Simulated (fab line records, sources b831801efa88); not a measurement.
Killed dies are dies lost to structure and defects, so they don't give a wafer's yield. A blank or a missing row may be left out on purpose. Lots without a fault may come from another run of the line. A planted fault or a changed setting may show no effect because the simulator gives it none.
Chamber matching | flow gf180mcu | GF_V1_CMP_04 on cmp-02: 4 sister chambers
The step polishes SiO2. 18 wafers are shown with their chamber, then 9 later ones without.

WAFERS WITH THEIR CHAMBER
wafer  | chamber | motor_current_A (A) | slurry_flow_ml_min | time_to_endpoint_s (s)
L493.2 | 0       | 13.4                | 149.9              | 73
L493.4 | 2       | 12.4                | 149.7              | 78
L493.6 | 2       | 12.4                | 149.7              | 78
L494.2 | 2       | 11.9                | 150.6              | 77
L494.3 | 1       | 11.2                | 150.6              | 79
L494.6 | 0       | 13.8                | 148.8              | 85
L496.3 | 0       | 13.5                | 150.8              | 79
L496.5 | 3       | 13.5                | 149.4              | 91
L496.6 | 2       | 12.5                | 150.2              | 80
L501.1 | 0       | 13.8                | 150.7              | 88
L501.4 | 2       | 12.3                | 150.3              | 81
L501.6 | 1       | 10.7                | 149.8              | 91
L503.1 | 1       | 11.3                | 149.5              | 80
L503.2 | 2       | 12.1                | 150.2              | 75
L503.5 | 0       | 13.4                | 149.9              | 85
L504.2 | 3       | 13.1                | 149.7              | 77
L504.4 | 0       | 14.2                | 150.3              | 76
L504.6 | 0       | 13.5                | 149.9              | 77

SIGNATURES (means of the wafers above)
reading            | chamber 0 | chamber 1 | chamber 2 | chamber 3 | scatter within a chamber
motor_current_A    | 13.657    | 11.067    | 12.267    | 13.300    | 0.275
slurry_flow_ml_min | 150.043   | 149.967   | 150.117   | 149.550   | 0.534
time_to_endpoint_s | 80.43     | 83.33     | 78.17     | 84.00     | 5.33
Rule: a wafer's distance from a chamber is the root of the sum, over the readings, of the square of ((its reading less the chamber's mean) divided by the reading's scatter). The wafer belongs to the nearest chamber; if the next one is less than 2 further off, it can't be placed. The scatter: the root of (the sum of the squares of (reading less its chamber's mean) over the shown wafers, divided by (wafers less chambers)).

WAFERS WITHOUT THEIR CHAMBER
wafer  | motor_current_A (A) | slurry_flow_ml_min | time_to_endpoint_s (s)
L509.3 | 14.7                | 149.4              | 90
L509.4 | 12.6                | 149.6              | 80
L509.6 | 11.7                | 150.5              | 80
L510.2 | 10.7                | 150.1              | 82
L510.4 | 13.2                | 150.6              | 94
L510.6 | 12.8                | 150.2              | 86
L515.3 | 14.2                | 149.2              | 88
L515.5 | 10.7                | 149.9              | 88
L515.6 | 11.6                | 149.9              | 91

WHICH CHAMBER EACH WENT THROUGH
wafer  | from the rows above          | in truth
L509.3 | can't be placed: 0 or 3      | 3
L509.4 | can't be placed: 2 or 3      | 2
L509.6 | can't be placed: 2 or 1      | 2
L510.2 | 1                            | 1
L510.4 | can't be placed: 3 or 0 or 2 | 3
L510.6 | can't be placed: 3 or 2 or 0 | 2
L515.3 | can't be placed: 0 or 3      | 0
L515.5 | 1                            | 1
L515.6 | can't be placed: 1 or 2      | 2
Placed correctly: 2 of 9. Can't be placed from these rows: 7 (the true chamber is among the candidates in 7). Placed wrongly: 0.
